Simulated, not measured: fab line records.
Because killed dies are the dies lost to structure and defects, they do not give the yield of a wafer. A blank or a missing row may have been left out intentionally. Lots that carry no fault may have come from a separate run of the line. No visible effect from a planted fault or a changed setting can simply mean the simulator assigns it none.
Code-filled problem report in 8D (eight disciplines) form -- flow sky130 -- the parts of the form that need people (team, actions taken, sign-off) are left out

## 1. WHAT IS WRONG
Wafers without a fault read 16, standard deviation 4.1; killed_at_front_end at SKY_PAD_OPEN_PROBE_99 reads a mean of 129 on 9 wafers belonging to 3 lots. Measured from the usual mean, that is +27 standard deviations.
The first sign was on wafer L659.1 at day 48 01:26, on prober-02. At this step, 9 wafers from 3 lots have a number in the record. Rule for "out" (also "out of limits"): further than 4 standard deviations from the usual mean. Any other wafer with a number is counted as sound.

## 2. WHAT IT IS AND WHAT IT IS NOT
question,is,is not
which readings at this step,"killed_at_front_end, killed_dies","killed_at_M0_to_M3, killed_at_M4_up, killed_at_contacts"
which lots,"L659, L662, L663",-
which wafers of those lots,all that have a number,-
read on which tools,"prober-01, prober-02",-
when,from day 48 01:26,up to then (0 sound wafers)

## 3. WHAT RULES OUT EACH SUSPECT
Counting: any tool at a process step up to the reading is kept as a suspect provided that every lot that is out went through it and no sound lot did after the first of them.
- furnace-02 at SKY_FIELD_ISO_OXIDATION_22 (stabilise 600 s, purge 300 s, target thk 10 nm): kept. It ran every lot that is out, first L659 (day 3 22:00), and no sound lot after that.
Remaining after the count: furnace-02 at SKY_FIELD_ISO_OXIDATION_22.

## 4. THE CAUSE (what the simulator had put in)
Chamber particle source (furnace-02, SKY_FIELD_ISO_OXIDATION_22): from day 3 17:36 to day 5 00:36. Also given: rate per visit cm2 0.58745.
The count eliminated every tool but this one.

## 5. THE CHAIN OF EFFECTS, in route order
Each row: a reading where the mean over the struck wafers with a number is more than 3 standard deviations away from the usual. Only readings for which the record gives a usual standard deviation are gone through. hours: the time from each lot's start at the first step in this table that gives one to its start at this step, as a median over the lots. sigmas: the change in usual standard deviations.
hours,step,reading,usual,on struck wafers,change,sigmas
0,SKY_PAD_OPEN_PROBE_99,killed_at_front_end,16,129,+113,+27
0,SKY_PAD_OPEN_PROBE_99,killed_dies,88,197,+109,+12
0,SKY_PAD_OPEN_PROBE_99,killed_on_rim,17,41,+24,+6.0
The process steps in it:
- SKY_PAD_OPEN_PROBE_99

## 6. HOW IT WOULD HAVE BEEN CAUGHT EARLIER
1064 hours passed between the start of the fault at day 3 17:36 and the first reading out of limits in this record, taken at day 48 01:26.
Tool readings at SKY_FIELD_ISO_OXIDATION_22 with a usual standard deviation given in the record: none out on any struck wafer, hence no alarm at a limit of 4 standard deviations on them.
By day 48 01:26 the whole set of lots that are out, 3 in number, had already begun SKY_FIELD_ISO_OXIDATION_22 on furnace-02. Had the tool been put on hold then, not one of them would have been saved.
